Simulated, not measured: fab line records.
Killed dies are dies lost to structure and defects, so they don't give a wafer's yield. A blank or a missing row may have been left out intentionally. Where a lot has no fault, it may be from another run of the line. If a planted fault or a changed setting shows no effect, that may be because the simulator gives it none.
A lot that was struck, set against a sound lot | flow sky130 | 14 steps out of a route of 708
Sound: wafers L447.3, L447.5, L447.6. Struck: wafers L454.1, L454.4, L454.6. The cause is given at the end.
For every step that has rows: the tool of each side, followed by ch and its chambers, followed by its first start. Under that, the readings that differ: sound wafers | struck wafers | difference of the means | sigmas: that difference in standard deviations of wafers without a fault.
alike: words and numbers the same on both sides, and readings whose means are apart by under 2 such deviations; not compared: readings that were withheld, readings missing a value for some wafer, numbers with overlapping values and no deviation given by the record, and bounds like >300 which may hide the same value.
The two part at a step that has a row with sigmas, a row that says differs or no value, or rows on one side only. When numbers do not overlap yet have no deviation, they are printed without sigmas and do not part them. Lack of a reading on every wafer of one side parts them only where that side has two or more wafers.

first, 3 steps without rows for these wafers: SKY_VT_ADJUST_HVTP_EXPOSE_04 (exposes mask HVTPM, target cd 380 nm); SKY_VT_ADJUST_HVTP_PEB_05; SKY_VT_ADJUST_HVTP_DEVELOP_06 (develop time 60 s).
SKY_VT_ADJUST_HVTP_CD_MEAS_07 targets a cd of 380 nm.
  sound: cdSem-01 at day 8 22:26; struck: cdSem-01 at day 10 01:48
  alike: cdNm
SKY_VT_ADJUST_HVTP_OVL_MEAS_08:
  sound: overlay-02 at day 8 22:32; struck: overlay-02 at day 10 01:55
  alike: VT_ADJUST_HVTP_OVL
next, for these wafers, 1 step has no rows: SKY_VT_ADJUST_HVTP_IMPLANT_09.
SKY_VT_ADJUST_HVTP_STRIP_10: strips in O2/N2.
  sound on plasmaAsher-02 ch 0,1, day 8 22:44; struck on plasmaAsher-02 ch 0,1, day 10 02:07
  alike: drypumpMotorCurrentA, oesProductAu, stripTimeToEndpointS
  not compared: rfHoursCounterH
SKY_VT_ADJUST_HVTP_TW_MEAS_11:
  sound: filmMetro-02 at day 8 22:50; struck: filmMetro-02 at day 10 02:13
  alike: VT_ADJUST_HVTP_TW
then, 4 steps without rows for these wafers: SKY_VT_ADJUST_LVTN_DEHYDRATE_00 (time 60 s); SKY_VT_ADJUST_LVTN_HMDS_01 (prime time 60 s); SKY_VT_ADJUST_LVTN_COAT_02 (resist thk 3000 nm); SKY_VT_ADJUST_LVTN_SOFTBAKE_03.
SKY_VT_ADJUST_LVTN_EXPOSE_04: exposes mask NWM COMPLEMENT LESS NATIVE, target cd 840 nm.
  sound on ilineStepper-02 ch 0, day 9 08:49; struck on ilineStepper-01, day 10 13:41
  no value came back on the struck wafers for exposureDoseMJCm2, focusOffsetNm (nm), sigmaOuter; on the sound wafers exposureDoseMJCm2 reads 193.66 193.87 193.58
  alike: mask
next, for these wafers, 1 step has no rows: SKY_VT_ADJUST_LVTN_PEB_05.

WHERE THEY PART
Within this record, at SKY_VT_ADJUST_LVTN_EXPOSE_04 only.

WHY: the cause the simulator had injected
Whole step skipped at SKY_VT_ADJUST_LVTN_EXPOSE_04 on ilineStepper-01, starting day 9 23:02. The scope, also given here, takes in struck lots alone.
